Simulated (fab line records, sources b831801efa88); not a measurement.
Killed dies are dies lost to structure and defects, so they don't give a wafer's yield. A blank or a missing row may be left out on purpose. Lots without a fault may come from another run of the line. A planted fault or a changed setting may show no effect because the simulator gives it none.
Which tool did it? | flow gf180mcu | 15 lots, 45 wafers sampled, at 2 steps of a route of 602

WHAT THE GAUGES READ, wafer by wafer
GF_V3_OVL_MEAS_15.
lot  | measured     | on         | V3_OVL (nm)
L810 | day 22 06:20 | overlay-02 | -7 -2 -12
L812 | day 22 20:53 | overlay-02 | -4 -5 -3
L815 | day 24 04:53 | overlay-02 | -1 2 1
L816 | day 24 13:48 | overlay-01 | 3 4 8
L817 | day 25 00:42 | overlay-02 | -2 -2 5
L819 | day 25 10:24 | overlay-01 | -5 -3 -7
L818 | day 25 14:49 | overlay-01 | 3 -3 -1
L820 | day 26 07:26 | overlay-01 | -1 0 3
L826 | day 28 00:46 | overlay-01 | -6 -5 -6
L827 | day 28 01:44 | overlay-01 | -11 -6 -7
L828 | day 28 10:25 | overlay-01 | -6 -2 0
L829 | day 28 12:59 | overlay-02 | -4 -6 -5
L830 | day 29 02:54 | overlay-01 | 9 5 9
L831 | day 29 04:30 | overlay-01 | 5 1 0
L833 | day 29 15:46 | overlay-01 | -11 -2 -10

WHICH TOOL RAN EACH LOT (tool, then ch and the chambers of the sampled wafers, then the start)
lot  | GF_V3_CMP_04
L810 | cmp-01 ch 0,1,3, day 21 06:16
L812 | cmp-01 ch 0,3, day 21 21:14
L815 | cmp-02 ch 0,1,3, day 23 06:16
L816 | cmp-02 ch 0,1,2, day 23 15:15
L817 | cmp-02 ch 0,2,3, day 24 02:31
L819 | cmp-02 ch 2,3, day 24 12:11
L818 | cmp-01 ch 0,1,2, day 24 16:42
L820 | cmp-02 ch 1,2,3, day 25 10:35
L826 | cmp-01 ch 1,2, day 27 04:50
L827 | cmp-01 ch 0,2,3, day 27 05:20
L828 | cmp-02 ch 0,1, day 27 14:18
L829 | cmp-01 ch 0,2,3, day 27 16:52
L830 | cmp-02 ch 0,1, day 28 07:14
L831 | cmp-02 ch 1,3, day 28 08:47
L833 | cmp-02 ch 0,2,3, day 28 21:20
- GF_V3_CMP_04: polishes SiO2.

WHAT THE TOOLS THEMSELVES READ (means of the sampled wafers that have a number; where no wafer has one, the mark that the record gives instead)
GF_V3_CMP_04.
lot  | tool   | motor_current_A (A) | slurry_flow_ml_min | time_to_endpoint_s (s)
L810 | cmp-01 | 12.0                | 150.2              | 80
L812 | cmp-01 | 12.3                | 149.8              | 75
L815 | cmp-02 | 13.7                | 150.3              | 80
L816 | cmp-02 | 13.1                | 150.4              | 77
L817 | cmp-02 | 13.6                | 149.9              | 86
L819 | cmp-02 | 13.5                | 150.1              | 84
L818 | cmp-01 | 11.1                | 149.5              | 81
L820 | cmp-02 | 13.5                | 150.2              | 80
L826 | cmp-01 | 11.2                | 150.1              | 83
L827 | cmp-01 | 11.7                | 149.4              | 79
L828 | cmp-02 | 13.4                | 150.3              | 80
L829 | cmp-01 | 11.6                | 150.1              | 79
L830 | cmp-02 | 13.4                | 149.6              | 82
L831 | cmp-02 | 12.9                | 150.3              | 76
L833 | cmp-02 | 13.4                | 149.6              | 80

THE ANSWER, worked out from the rows above alone
Rule: what is usual is taken from the lots themselves. Put in order of their means at a reading, lots are off if they are a third of the lots or fewer, leave a main group of 4 or more, and stand apart from it by a gap of 3 or more times the standard deviation of the main group's means; of several such gaps the widest counts. A main group whose means are all the same, to the digits that the tables above print for the reading, isn't used. A lot without any number at a reading at which 4 lots or more have one is off too. The other lots that the step has rows for count as sound. The gauges are gone through in route order, then the tools' own readings, and for those a lot's mean is taken as printed above. The first step at which some lot is off is used, and at that step the reading that is off furthest; a lot without a number counts as furthest.
No lot is off at any reading shown: from this, nothing can be told.

WHAT THE SIMULATOR HAD PUT IN
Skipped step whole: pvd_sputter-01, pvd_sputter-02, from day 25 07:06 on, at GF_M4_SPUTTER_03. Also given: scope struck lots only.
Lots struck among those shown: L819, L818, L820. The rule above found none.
